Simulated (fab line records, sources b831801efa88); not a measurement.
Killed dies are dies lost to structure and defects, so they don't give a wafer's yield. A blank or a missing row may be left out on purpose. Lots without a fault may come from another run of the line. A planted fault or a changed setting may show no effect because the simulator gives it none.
Which tool did it? | flow sky130 | 14 lots, 42 wafers sampled, at 6 steps of a route of 708

WHAT THE GAUGES READ, wafer by wafer
The record holds no reading of a measuring or inspecting step that can be judged against a usual standard deviation.

WHICH TOOL RAN EACH LOT (tool, then ch and the chambers of the sampled wafers, then the start)
lot  | SKY_CONTACT_CVD_24            | SKY_METAL1_SPUTTER_02        | SKY_METAL1_SPUTTER_04        | SKY_METAL1_ETCH_18                | SKY_METAL1_METAL_ETCH_19          | SKY_METAL1_STRIP_20
L435 | cvd_w-01 ch 0,1, day 31 11:32 | pvd_sputter-03, day 31 12:10 | pvd_sputter-03, day 31 12:13 | rie_metal-03 ch 0,1, day 32 16:10 | rie_metal-03 ch 0,1, day 32 16:14 | plasma_asher-04 ch 0,1, day 32 16:19
L438 | cvd_w-02 ch 0,1, day 32 12:53 | pvd_sputter-01, day 32 13:31 | pvd_sputter-01, day 32 13:34 | rie_metal-03 ch 0,1, day 33 15:54 | rie_metal-03 ch 0,1, day 33 15:58 | plasma_asher-04 ch 0,1, day 33 16:03
L442 | cvd_w-01 ch 0,1, day 33 23:08 | pvd_sputter-03, day 33 23:47 | pvd_sputter-03, day 33 23:49 | rie_metal-01 ch 0,1, day 35 02:40 | rie_metal-01 ch 0,1, day 35 02:44 | plasma_asher-04 ch 0,1, day 35 02:50
L444 | cvd_w-02 ch 0,1, day 35 00:48 | pvd_sputter-03, day 35 01:38 | pvd_sputter-03, day 35 01:41 | rie_metal-01 ch 0, day 36 04:02   | rie_metal-01 ch 0, day 36 04:10   | plasma_asher-04 ch 0,1, day 36 04:19
L445 | cvd_w-02 ch 0,1, day 35 09:16 | pvd_sputter-01, day 35 10:04 | pvd_sputter-01, day 35 10:07 | rie_metal-01 ch 0, day 36 12:24   | rie_metal-01 ch 0, day 36 12:32   | plasma_asher-02 ch 0,1, day 36 12:41
L447 | cvd_w-01 ch 0,1, day 35 09:32 | pvd_sputter-02, day 35 10:22 | pvd_sputter-02, day 35 10:25 | rie_metal-03 ch 0,1, day 36 13:18 | rie_metal-03 ch 0,1, day 36 13:22 | plasma_asher-04 ch 0,1, day 36 13:27
L448 | cvd_w-01 ch 0,1, day 36 02:34 | pvd_sputter-02, day 36 03:12 | pvd_sputter-02, day 36 03:15 | rie_metal-04 ch 0,1, day 37 05:57 | rie_metal-04 ch 0,1, day 37 06:01 | plasma_asher-02 ch 0, day 37 06:06
L449 | cvd_w-01 ch 0,1, day 36 10:22 | pvd_sputter-02, day 36 10:58 | pvd_sputter-02, day 36 11:00 | rie_metal-03 ch 0,1, day 37 13:35 | rie_metal-03 ch 0,1, day 37 13:40 | plasma_asher-04 ch 0,1, day 37 13:46
L451 | cvd_w-01 ch 0,1, day 36 23:47 | pvd_sputter-02, day 37 00:25 | pvd_sputter-02, day 37 00:28 | rie_metal-04 ch 0,1, day 38 03:06 | rie_metal-04 ch 0,1, day 38 03:10 | plasma_asher-04 ch 0,1, day 38 03:15
L452 | cvd_w-02 ch 0, day 37 06:53   | pvd_sputter-02, day 37 07:31 | pvd_sputter-02, day 37 07:34 | rie_metal-03 ch 0, day 38 09:52   | rie_metal-03 ch 0, day 38 09:56   | plasma_asher-03 ch 0,1, day 38 10:01
L453 | cvd_w-02 ch 0,1, day 37 12:26 | pvd_sputter-02, day 37 13:02 | pvd_sputter-02, day 37 13:05 | rie_metal-04 ch 0,1, day 38 15:11 | rie_metal-04 ch 0,1, day 38 15:16 | plasma_asher-03 ch 0,1, day 38 15:22
L455 | cvd_w-02 ch 0,1, day 37 18:08 | pvd_sputter-02, day 37 18:46 | pvd_sputter-02, day 37 18:49 | rie_metal-03 ch 0,1, day 38 20:54 | rie_metal-03 ch 0,1, day 38 20:58 | plasma_asher-03 ch 0,1, day 38 21:03
L456 | cvd_w-02 ch 0,1, day 38 00:47 | pvd_sputter-02, day 38 01:25 | pvd_sputter-02, day 38 01:28 | rie_metal-01 ch 0,1, day 39 02:48 | rie_metal-01 ch 0,1, day 39 02:52 | plasma_asher-02 ch 0,1, day 39 02:57
L458 | cvd_w-01 ch 0,1, day 39 04:32 | pvd_sputter-01, day 39 05:10 | pvd_sputter-01, day 39 05:13 | rie_metal-01 ch 0,1, day 40 05:21 | rie_metal-01 ch 0,1, day 40 05:25 | plasma_asher-02 ch 0,1, day 40 05:30
- SKY_CONTACT_CVD_24: deposits W, target thk 340 nm, time 102.12 s.
- SKY_METAL1_SPUTTER_02: material AlCu, target thk 250 nm, time 13.3 s.
- SKY_METAL1_SPUTTER_04: material TiN, target thk 70 nm, time 58.3 s.
- SKY_METAL1_ETCH_18: etches BARC in N2/H2, stops on SiO2, time 45.9 s, target depth 60 nm.
- SKY_METAL1_METAL_ETCH_19: etches the open film in Cl2/BCl3, stops on SiO2, target depth 360 nm, time 78 s.
- SKY_METAL1_STRIP_20: strips in O2/N2.

WHAT THE TOOLS THEMSELVES READ (means of the sampled wafers that have a number; where no wafer has one, the mark that the record gives instead)
SKY_CONTACT_CVD_24. Usual: heater_power_w 886 W, standard deviation 62.
lot  | tool     | heater_power_w (W) | flag
L435 | cvd_w-01 | 901                |
L438 | cvd_w-02 | 885                |
L442 | cvd_w-01 | 924                |
L444 | cvd_w-02 | 894                |
L445 | cvd_w-02 | 834                |
L447 | cvd_w-01 | 906                |
L448 | cvd_w-01 | 902                |
L449 | cvd_w-01 | 907                |
L451 | cvd_w-01 | 892                |
L452 | cvd_w-02 | 940                |
L453 | cvd_w-02 | 842                |
L455 | cvd_w-02 | 843                |
L456 | cvd_w-02 | 839                |
L458 | cvd_w-01 | 922                |

SKY_METAL1_SPUTTER_02. Usual: throttle_valve_pct 30.5 %, standard deviation 1.2.
lot  | tool           | throttle_valve_pct (%) | flag
L435 | pvd_sputter-03 | 30.8                   |
L438 | pvd_sputter-01 | 31.4                   |
L442 | pvd_sputter-03 | 30.8                   |
L444 | pvd_sputter-03 | 30.1                   |
L445 | pvd_sputter-01 | 31.0                   |
L447 | pvd_sputter-02 | 30.3                   |
L448 | pvd_sputter-02 | 30.0                   |
L449 | pvd_sputter-02 | 30.0                   |
L451 | pvd_sputter-02 | 30.4                   |
L452 | pvd_sputter-02 | 30.4                   |
L453 | pvd_sputter-02 | 29.5                   |
L455 | pvd_sputter-02 | 28.9                   |
L456 | pvd_sputter-02 | 29.9                   |
L458 | pvd_sputter-01 | 31.9                   |

SKY_METAL1_SPUTTER_04. Usual: throttle_valve_pct 30.4 %, standard deviation 1.2.
lot  | tool           | throttle_valve_pct (%) | flag
L435 | pvd_sputter-03 | 31.0                   |
L438 | pvd_sputter-01 | 31.4                   |
L442 | pvd_sputter-03 | 30.8                   |
L444 | pvd_sputter-03 | 30.2                   |
L445 | pvd_sputter-01 | 30.8                   |
L447 | pvd_sputter-02 | 30.2                   |
L448 | pvd_sputter-02 | 30.0                   |
L449 | pvd_sputter-02 | 29.9                   |
L451 | pvd_sputter-02 | 30.4                   |
L452 | pvd_sputter-02 | 30.5                   |
L453 | pvd_sputter-02 | 29.4                   |
L455 | pvd_sputter-02 | 29.0                   |
L456 | pvd_sputter-02 | 30.0                   |
L458 | pvd_sputter-01 | 31.8                   |

SKY_METAL1_ETCH_18. Usual: bias_w 100.0 W, standard deviation 0.31; chamber_pressure_mTorr 29.99 mTorr, standard deviation 0.051; drypump_motor_current_A 6.16 A, standard deviation 0.19; he_backside_leak_sccm 3.46 sccm, standard deviation 0.15; oes_product_au 0.855 a.u., standard deviation 0.0044; throttle_valve_pct 13.225 %, standard deviation 0.0086.
lot  | tool         | bias_w (W) | chamber_pressure_mTorr (mTorr) | drypump_motor_current_A (A) | he_backside_leak_sccm (sccm) | oes_product_au (a.u.) | throttle_valve_pct (%) | flag
L435 | rie_metal-03 | 100.3      | 30.01                          | 6.18                        | 3.33                         | 0.853                 | 13.221                 |
L438 | rie_metal-03 | 99.9       | 30.01                          | 6.14                        | 3.42                         | 0.854                 | 13.222                 |
L442 | rie_metal-01 | 99.9       | 29.99                          | 6.04                        | 3.42                         | 0.859                 | 13.234                 |
L444 | rie_metal-01 | 100.2      | 30.00                          | 6.08                        | 3.55                         | 0.855                 | 13.226                 |
L445 | rie_metal-01 | -          | -                              | -                           | -                            | -                     | -                      | OFF
L447 | rie_metal-03 | -          | -                              | -                           | -                            | -                     | -                      | OFF
L448 | rie_metal-04 | 99.8       | 29.98                          | 6.42                        | 3.49                         | 0.851                 | 13.234                 |
L449 | rie_metal-03 | 99.7       | 29.98                          | 6.12                        | 3.48                         | 0.858                 | 13.232                 |
L451 | rie_metal-04 | 100.1      | 30.02                          | 6.20                        | 3.49                         | 0.859                 | 13.222                 |
L452 | rie_metal-03 | 99.8       | 29.99                          | 6.04                        | 3.26                         | 0.854                 | 13.221                 |
L453 | rie_metal-04 | 100.1      | 30.00                          | 6.41                        | 3.51                         | 0.855                 | 13.233                 |
L455 | rie_metal-03 | 99.8       | 30.00                          | 6.19                        | 3.45                         | 0.854                 | 13.233                 |
L456 | rie_metal-01 | 99.8       | 29.98                          | 6.06                        | 3.45                         | 0.854                 | 13.231                 |
L458 | rie_metal-01 | 99.9       | 30.01                          | 6.02                        | 3.50                         | 0.853                 | 13.224                 |

SKY_METAL1_METAL_ETCH_19. Usual: bcl3_flow_sccm 30.02 sccm, standard deviation 0.083; bias_w 48.50 W, standard deviation 0.15; drypump_motor_current_A 6.15 A, standard deviation 0.2; he_backside_leak_sccm 3.50 sccm, standard deviation 0.29; oes_product_au 0.855 a.u., standard deviation 0.0063; throttle_valve_pct 22.264 %, standard deviation 0.0095.
lot  | tool         | bcl3_flow_sccm (sccm) | bias_w (W) | drypump_motor_current_A (A) | he_backside_leak_sccm (sccm) | oes_product_au (a.u.) | throttle_valve_pct (%) | flag
L435 | rie_metal-03 | 30.03                 | 48.32      | 6.17                        | 3.58                         | 0.862                 | 22.263                 |
L438 | rie_metal-03 | 30.06                 | 48.44      | 6.17                        | 3.64                         | 0.846                 | 22.269                 |
L442 | rie_metal-01 | 29.99                 | 48.50      | 6.03                        | 3.63                         | 0.849                 | 22.262                 |
L444 | rie_metal-01 | 30.07                 | 48.45      | 6.10                        | 3.49                         | 0.858                 | 22.264                 |
L445 | rie_metal-01 | 30.00                 | 48.46      | 6.07                        | 3.52                         | 0.371                 | 22.258                 | OFF
L447 | rie_metal-03 | 29.90                 | 48.51      | 6.18                        | 3.49                         | 0.376                 | 22.260                 | OFF
L448 | rie_metal-04 | 30.02                 | 48.56      | 6.39                        | 3.59                         | 0.853                 | 22.260                 |
L449 | rie_metal-03 | 30.08                 | 48.35      | 6.11                        | 3.49                         | 0.860                 | 22.262                 |
L451 | rie_metal-04 | 29.98                 | 48.49      | 6.21                        | 3.49                         | 0.856                 | 22.256                 |
L452 | rie_metal-03 | 30.04                 | 48.52      | 6.03                        | 3.25                         | 0.853                 | 22.262                 |
L453 | rie_metal-04 | 30.02                 | 48.68      | 6.41                        | 3.47                         | 0.863                 | 22.256                 |
L455 | rie_metal-03 | 30.01                 | 48.62      | 6.18                        | 3.60                         | 0.855                 | 22.275                 |
L456 | rie_metal-01 | 30.05                 | 48.32      | 6.07                        | 3.44                         | 0.846                 | 22.268                 |
L458 | rie_metal-01 | 29.93                 | 48.57      | 6.02                        | 3.60                         | 0.852                 | 22.254                 |

SKY_METAL1_STRIP_20. Usual: drypump_motor_current_A 6.0 A, standard deviation 0.35; oes_product_au 0.343 a.u., standard deviation 0.0049; strip_time_to_endpoint_s 2.70 s, standard deviation 0.056.
lot  | tool            | drypump_motor_current_A (A) | oes_product_au (a.u.) | strip_time_to_endpoint_s (s) | flag
L435 | plasma_asher-04 | 6.3                         | 0.341                 | 2.62                         |
L438 | plasma_asher-04 | 6.3                         | 0.342                 | 2.70                         |
L442 | plasma_asher-04 | 6.3                         | 0.344                 | 2.71                         |
L444 | plasma_asher-04 | 6.4                         | 0.345                 | 2.73                         |
L445 | plasma_asher-02 | 5.7                         | 0.365                 | 3.19                         | OFF
L447 | plasma_asher-04 | 6.3                         | 0.357                 | 3.15                         | OFF
L448 | plasma_asher-02 | 5.6                         | 0.339                 | 2.70                         |
L449 | plasma_asher-04 | 6.3                         | 0.342                 | 2.72                         |
L451 | plasma_asher-04 | 6.4                         | 0.344                 | 2.68                         |
L452 | plasma_asher-03 | 5.6                         | 0.347                 | 2.74                         |
L453 | plasma_asher-03 | 5.7                         | 0.342                 | 2.68                         |
L455 | plasma_asher-03 | 5.6                         | 0.341                 | 2.63                         |
L456 | plasma_asher-02 | 5.7                         | 0.341                 | 2.69                         |
L458 | plasma_asher-02 | 5.7                         | 0.345                 | 2.72                         |

THE ANSWER, worked out from the rows above alone
Rule: a lot is off if the mean of its wafers that have a number lies more than 3 standard deviations from the usual mean. A lot without any number at a reading at which 4 lots or more have one is off too. The other lots that the step has rows for count as sound. The gauges are gone through in route order, then the tools' own readings, and for those a lot's mean is taken as printed above. The first step at which some lot is off is used, and at that step the reading that is off furthest; a lot without a number counts as furthest.
Off: L445, L447, at SKY_METAL1_ETCH_18 (bias_w). Without a number there: L445, L447.
A tool fits if, at that step or a process step before it, it ran every lot that is off, and no sound lot after the first of them. None of those tried fits.

WHAT THE SIMULATOR HAD PUT IN
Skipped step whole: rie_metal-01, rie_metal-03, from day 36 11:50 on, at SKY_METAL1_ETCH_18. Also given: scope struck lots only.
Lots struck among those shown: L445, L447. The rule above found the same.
